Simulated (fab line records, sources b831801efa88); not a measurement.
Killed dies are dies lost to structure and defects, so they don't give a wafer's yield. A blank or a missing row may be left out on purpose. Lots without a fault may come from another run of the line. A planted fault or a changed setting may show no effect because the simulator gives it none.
Which tool did it? | flow sky130 | 24 lots, 72 wafers sampled, at 6 steps of a route of 708

WHAT THE GAUGES READ, wafer by wafer
SKY_VIA2_RS_MEAS_22: measures by four-point-probe. Usual: VIA2_W_RS 0.2729 ohm/sq, standard deviation 0.0028.
lot  | measured     | on            | VIA2_W_RS (ohm/sq)   | flag
L074 | day 36 11:41 | film_metro-01 | 0.2714 0.2699 0.2689 |
L075 | day 36 20:59 | film_metro-04 | 0.2748 0.2733 0.2767 |
L076 | day 37 04:42 | film_metro-04 | 0.2722 0.2757 0.2737 |
L077 | day 37 13:20 | film_metro-02 | 0.2700 0.2696 0.2742 |
L078 | day 38 00:04 | film_metro-02 | 0.2695 0.2664 0.2711 |
L079 | day 38 11:11 | film_metro-04 | 0.2699 0.2691 0.2699 |
L080 | day 38 12:45 | film_metro-04 | 0.2755 0.2753 0.2677 |
L081 | day 38 14:12 | film_metro-02 | 0.2696 0.2726 0.2714 |
L082 | day 39 19:53 | film_metro-04 | 0.2753 0.2745 0.2758 |
L083 | day 39 21:03 | film_metro-04 | 0.2713 0.2690 0.2717 |
L084 | day 39 22:22 | film_metro-04 | 0.2746 0.2733 0.2754 |
L085 | day 40 03:50 | film_metro-04 | 0.2708 0.2769 0.2768 |
L086 | day 40 10:03 | film_metro-01 | 0.2727 0.2775 0.2720 |
L087 | day 41 04:04 | film_metro-02 | 0.2796 0.2725 0.2700 |
L088 | day 41 04:50 | film_metro-02 | 0.2704 0.2714 0.2725 |
L090 | day 41 12:44 | film_metro-01 | 0.2731 0.2701 0.2686 |
L089 | day 41 14:00 | film_metro-01 | 0.2744 0.2747 0.2699 |
L091 | day 41 16:16 | film_metro-02 | 0.2678 0.2711 0.2753 |
L092 | day 42 00:33 | film_metro-04 | 0.2764 0.2742 0.2812 |
L093 | day 42 08:30 | film_metro-04 | 0.2734 0.2723 0.2785 |
L094 | day 42 13:38 | film_metro-02 | 0.2736 0.2734 0.2741 |
L095 | day 43 01:24 | film_metro-02 | 0.2669 0.2735 0.2691 |
L096 | day 43 05:10 | film_metro-02 | 0.2731 0.2757 0.2757 |
L097 | day 43 06:22 | film_metro-02 | 0.2753 0.2728 0.2755 |

SKY_VIA3_THK_MEAS_01. Usual: VIA3_HDPCVD_THK 1659 nm, standard deviation 20.
lot  | measured     | on            | VIA3_HDPCVD_THK (nm) | flag
L074 | day 38 17:07 | film_metro-03 | 1690 1679 1653       |
L075 | day 39 03:36 | film_metro-03 | 1626 1629 1658       |
L076 | day 39 10:40 | film_metro-04 | 1674 1663 1656       |
L077 | day 39 18:52 | film_metro-03 | 1666 1690 1674       |
L078 | day 40 04:49 | film_metro-01 | 1636 1674 1666       |
L079 | day 40 16:20 | film_metro-01 | 1662 1673 1648       |
L080 | day 40 17:08 | film_metro-03 | 1637 1653 1688       |
L081 | day 40 18:14 | film_metro-03 | 1650 1648 1642       |
L082 | day 41 23:15 | film_metro-03 | 1652 1633 1640       |
L083 | day 42 00:20 | film_metro-03 | 1642 1659 1672       |
L084 | day 42 01:16 | film_metro-03 | 1676 1669 1668       |
L085 | day 42 06:05 | film_metro-04 | 1659 1648 1665       |
L086 | day 42 13:12 | film_metro-03 | 1651 1646 1666       |
L087 | day 43 06:10 | film_metro-04 | 1634 1627 1638       |
L088 | day 43 06:55 | film_metro-03 | 1704 1687 1669       |
L090 | day 43 15:25 | film_metro-04 | 1631 1645 1623       |
L089 | day 43 16:40 | film_metro-03 | 1630 1638 1633       |
L091 | day 43 18:07 | film_metro-04 | 1703 1688 1679       |
L092 | day 44 01:25 | film_metro-03 | 1634 1650 1644       |
L093 | day 44 09:16 | film_metro-04 | 1648 1658 1649       |
L094 | day 44 15:23 | film_metro-03 | 1665 1643 1682       |
L095 | day 45 01:22 | film_metro-04 | 1699 1714 1679       |
L096 | day 45 04:01 | film_metro-04 | 1682 1680 1691       |
L097 | day 45 04:58 | film_metro-03 | 1653 1667 1690       |

SKY_VIA3_CD_MEAS_12: target cd 200 nm. Usual: cd_nm 200.1 nm, standard deviation 1.6.
lot  | measured     | on        | cd_nm (nm)        | flag
L074 | day 39 18:29 | cd_sem-01 | 201.7 200.9 201.9 |
L075 | day 40 05:56 | cd_sem-02 | 200.7 200.8 200.9 |
L076 | day 40 11:47 | cd_sem-01 | 198.9 201.0 201.4 |
L077 | day 40 20:02 | cd_sem-01 | 200.2 198.7 200.0 |
L078 | day 41 05:42 | cd_sem-01 | 201.3 202.3 202.6 |
L079 | day 41 16:52 | cd_sem-02 | 200.4 199.6 200.2 |
L080 | day 41 17:07 | cd_sem-01 | 199.6 199.6 198.8 |
L081 | day 41 18:50 | cd_sem-01 | 198.2 198.1 198.8 |
L082 | day 42 23:05 | cd_sem-01 | 201.0 199.8 201.0 |
L083 | day 43 00:10 | cd_sem-01 | 202.7 201.0 200.1 |
L084 | day 43 01:31 | cd_sem-01 | 199.0 199.1 198.5 |
L085 | day 43 06:38 | cd_sem-02 | 197.8 200.6 199.3 |
L086 | day 43 12:49 | cd_sem-02 | 201.5 200.3 200.7 |
L087 | day 44 04:50 | cd_sem-02 | 204.6 202.7 203.1 |
L088 | day 44 05:32 | cd_sem-01 | 202.2 202.9 203.8 |
L090 | day 44 15:10 | cd_sem-02 | 200.1 199.9 200.2 |
L089 | day 44 15:21 | cd_sem-01 | 200.8 198.7 197.8 |
L091 | day 44 17:14 | cd_sem-02 | 198.2 197.4 196.9 |
L092 | day 45 00:12 | cd_sem-02 | 200.9 201.6 201.0 |
L093 | day 45 07:41 | cd_sem-01 | 199.5 197.4 196.8 |
L094 | day 45 13:28 | cd_sem-01 | 200.5 200.8 200.1 |
L095 | day 45 22:56 | cd_sem-01 | 197.2 198.8 197.9 |
L096 | day 46 00:46 | cd_sem-01 | 197.5 200.3 198.4 |
L097 | day 46 03:10 | cd_sem-01 | 198.5 200.2 199.2 |

WHICH TOOL RAN EACH LOT (tool, then ch and the chambers of the sampled wafers, then the start)
lot  | SKY_LOCAL_INTERCONNECT_SPUTTER_00 | SKY_METAL3_SPUTTER_00        | SKY_METAL3_STRIP_19
L074 | pvd_sputter-03, day 29 06:15      | pvd_sputter-03, day 36 12:10 | plasma_asher-03 ch 0,1, day 38 16:22
L075 | pvd_sputter-04, day 29 17:11      | pvd_sputter-03, day 36 21:42 | plasma_asher-01 ch 0,1, day 39 02:48
L076 | pvd_sputter-02, day 30 02:15      | pvd_sputter-03, day 37 05:11 | plasma_asher-02 ch 0,1, day 39 09:55
L077 | pvd_sputter-02, day 30 10:16      | pvd_sputter-02, day 37 13:49 | plasma_asher-02 ch 0,1, day 39 18:06
L078 | pvd_sputter-02, day 30 21:53      | pvd_sputter-01, day 38 00:29 | plasma_asher-02 ch 0,1, day 40 04:04
L079 | pvd_sputter-02, day 31 12:11      | pvd_sputter-03, day 38 11:40 | plasma_asher-02 ch 0,1, day 40 15:29
L080 | pvd_sputter-03, day 31 12:19      | pvd_sputter-03, day 38 13:13 | plasma_asher-02 ch 0,1, day 40 16:15
L081 | pvd_sputter-04, day 31 13:45      | pvd_sputter-01, day 38 14:40 | plasma_asher-03 ch 0,1, day 40 17:20
L082 | pvd_sputter-02, day 32 22:14      | pvd_sputter-01, day 39 20:22 | plasma_asher-03 ch 0,1, day 41 22:25
L083 | pvd_sputter-04, day 32 22:54      | pvd_sputter-01, day 39 21:32 | plasma_asher-01 ch 0,1, day 41 23:34
L084 | pvd_sputter-03, day 32 23:39      | pvd_sputter-01, day 39 22:50 | plasma_asher-01 ch 0,1, day 42 00:31
L085 | pvd_sputter-02, day 33 04:12      | pvd_sputter-01, day 40 04:19 | plasma_asher-03 ch 0,1, day 42 05:12
L086 | pvd_sputter-03, day 33 12:36      | pvd_sputter-01, day 40 10:32 | plasma_asher-01 ch 0,1, day 42 12:21
L087 | pvd_sputter-04, day 34 06:47      | pvd_sputter-01, day 41 04:33 | plasma_asher-01 ch 0,1, day 43 05:19
L088 | pvd_sputter-04, day 34 07:39      | pvd_sputter-02, day 41 05:19 | plasma_asher-02 ch 0,1, day 43 06:10
L090 | pvd_sputter-04, day 34 17:35      | pvd_sputter-01, day 41 13:28 | plasma_asher-02 ch 0, day 43 14:31
L089 | pvd_sputter-04, day 34 19:31      | pvd_sputter-01, day 41 14:40 | plasma_asher-02 ch 0,1, day 43 15:49
L091 | pvd_sputter-04, day 34 22:15      | pvd_sputter-03, day 41 16:55 | plasma_asher-03 ch 0,1, day 43 17:15
L092 | pvd_sputter-03, day 35 08:38      | pvd_sputter-03, day 42 01:02 | plasma_asher-03 ch 0,1, day 44 00:34
L093 | pvd_sputter-02, day 35 14:51      | pvd_sputter-02, day 42 08:55 | plasma_asher-03 ch 0,1, day 44 08:18
L094 | pvd_sputter-04, day 35 20:58      | pvd_sputter-02, day 42 14:04 | plasma_asher-03 ch 0,1, day 44 14:38
L095 | pvd_sputter-04, day 36 08:18      | pvd_sputter-01, day 43 01:59 | plasma_asher-03 ch 1, day 45 00:34
L096 | pvd_sputter-03, day 36 15:03      | pvd_sputter-03, day 43 05:37 | plasma_asher-03 ch 0,1, day 45 03:15
L097 | pvd_sputter-03, day 36 15:57      | pvd_sputter-01, day 43 06:51 | plasma_asher-01 ch 0,1, day 45 04:12
- SKY_LOCAL_INTERCONNECT_SPUTTER_00: material TiN, target thk 100 nm, time 83.3 s.
- SKY_METAL3_SPUTTER_00: material Ti, target thk 15 nm, time 10 s.
- SKY_METAL3_STRIP_19: strips in O2/N2.

WHAT THE TOOLS THEMSELVES READ (means of the sampled wafers that have a number; where no wafer has one, the mark that the record gives instead)
SKY_LOCAL_INTERCONNECT_SPUTTER_00. Usual: throttle_valve_pct 29.7 %, standard deviation 0.65.
lot  | tool           | throttle_valve_pct (%) | flag
L074 | pvd_sputter-03 | 30.1                   |
L075 | pvd_sputter-04 | 29.2                   |
L076 | pvd_sputter-02 | 30.2                   |
L077 | pvd_sputter-02 | 30.3                   |
L078 | pvd_sputter-02 | 30.4                   |
L079 | pvd_sputter-02 | 29.5                   |
L080 | pvd_sputter-03 | 30.2                   |
L081 | pvd_sputter-04 | 28.9                   |
L082 | pvd_sputter-02 | 30.0                   |
L083 | pvd_sputter-04 | 29.1                   |
L084 | pvd_sputter-03 | 30.3                   |
L085 | pvd_sputter-02 | 29.9                   |
L086 | pvd_sputter-03 | 30.6                   |
L087 | pvd_sputter-04 | 29.2                   |
L088 | pvd_sputter-04 | 29.0                   |
L090 | pvd_sputter-04 | 29.3                   |
L089 | pvd_sputter-04 | 29.3                   |
L091 | pvd_sputter-04 | 29.2                   |
L092 | pvd_sputter-03 | 30.3                   |
L093 | pvd_sputter-02 | 29.5                   |
L094 | pvd_sputter-04 | 29.3                   |
L095 | pvd_sputter-04 | 29.0                   |
L096 | pvd_sputter-03 | 30.6                   |
L097 | pvd_sputter-03 | 29.6                   |

SKY_METAL3_SPUTTER_00. Usual: throttle_valve_pct 30.0 %, standard deviation 0.7.
lot  | tool           | throttle_valve_pct (%) | flag
L074 | pvd_sputter-03 | 30.2                   |
L075 | pvd_sputter-03 | 30.5                   |
L076 | pvd_sputter-03 | 30.0                   |
L077 | pvd_sputter-02 | 29.6                   |
L078 | pvd_sputter-01 | 30.6                   |
L079 | pvd_sputter-03 | 30.0                   |
L080 | pvd_sputter-03 | 29.5                   |
L081 | pvd_sputter-01 | 30.0                   |
L082 | pvd_sputter-01 | 30.1                   |
L083 | pvd_sputter-01 | 30.0                   |
L084 | pvd_sputter-01 | 30.6                   |
L085 | pvd_sputter-01 | 29.9                   |
L086 | pvd_sputter-01 | 29.7                   |
L087 | pvd_sputter-01 | 29.4                   |
L088 | pvd_sputter-02 | 30.0                   |
L090 | pvd_sputter-01 | 29.6                   |
L089 | pvd_sputter-01 | 29.8                   |
L091 | pvd_sputter-03 | 30.8                   |
L092 | pvd_sputter-03 | 30.4                   |
L093 | pvd_sputter-02 | 30.4                   |
L094 | pvd_sputter-02 | 30.0                   |
L095 | pvd_sputter-01 | 29.4                   |
L096 | pvd_sputter-03 | 30.5                   |
L097 | pvd_sputter-01 | 29.6                   |

SKY_METAL3_STRIP_19. Usual: drypump_motor_current_A 5.6 A, standard deviation 0.34; oes_product_au 0.497 a.u., standard deviation 0.008; strip_time_to_endpoint_s 6.41 s, standard deviation 0.15.
lot  | tool            | drypump_motor_current_A (A) | oes_product_au (a.u.) | strip_time_to_endpoint_s (s) | flag
L074 | plasma_asher-03 | 5.8                         | 0.505                 | 6.60                         |
L075 | plasma_asher-01 | 5.5                         | 0.503                 | 6.56                         |
L076 | plasma_asher-02 | 5.6                         | 0.504                 | 6.64                         |
L077 | plasma_asher-02 | 5.4                         | 0.497                 | 6.54                         |
L078 | plasma_asher-02 | 5.7                         | 0.492                 | 6.26                         |
L079 | plasma_asher-02 | 5.4                         | 0.500                 | 6.35                         |
L080 | plasma_asher-02 | 5.3                         | 0.507                 | 6.60                         |
L081 | plasma_asher-03 | 5.8                         | 0.496                 | 6.43                         |
L082 | plasma_asher-03 | 5.8                         | 0.493                 | 6.28                         |
L083 | plasma_asher-01 | 5.4                         | 0.489                 | 6.31                         |
L084 | plasma_asher-01 | 5.3                         | 0.490                 | 6.23                         |
L085 | plasma_asher-03 | 5.8                         | 0.509                 | 6.62                         |
L086 | plasma_asher-01 | 5.5                         | 0.502                 | 6.53                         |
L087 | plasma_asher-01 | 5.3                         | 0.505                 | 6.52                         |
L088 | plasma_asher-02 | 5.4                         | 0.494                 | 6.26                         |
L090 | plasma_asher-02 | 5.1                         | 0.499                 | 6.40                         |
L089 | plasma_asher-02 | 5.4                         | 0.491                 | 6.31                         |
L091 | plasma_asher-03 | 5.8                         | 0.501                 | 6.44                         |
L092 | plasma_asher-03 | 5.8                         | 0.500                 | 6.40                         |
L093 | plasma_asher-03 | 5.8                         | 0.492                 | 6.21                         |
L094 | plasma_asher-03 | 6.0                         | 0.489                 | 6.31                         |
L095 | plasma_asher-03 | 6.1                         | 0.490                 | 6.39                         |
L096 | plasma_asher-03 | 5.8                         | 0.503                 | 6.48                         |
L097 | plasma_asher-01 | 5.3                         | 0.499                 | 6.43                         |

THE ANSWER, worked out from the rows above alone
Rule: a lot is off if the mean of its wafers that have a number lies more than 3 standard deviations from the usual mean. A lot without any number at a reading at which 4 lots or more have one is off too. The other lots that the step has rows for count as sound. The gauges are gone through in route order, then the tools' own readings, and for those a lot's mean is taken as printed above. The first step at which some lot is off is used, and at that step the reading that is off furthest; a lot without a number counts as furthest.
No lot is off at any reading shown: from this, nothing can be told.

WHAT THE SIMULATOR HAD PUT IN
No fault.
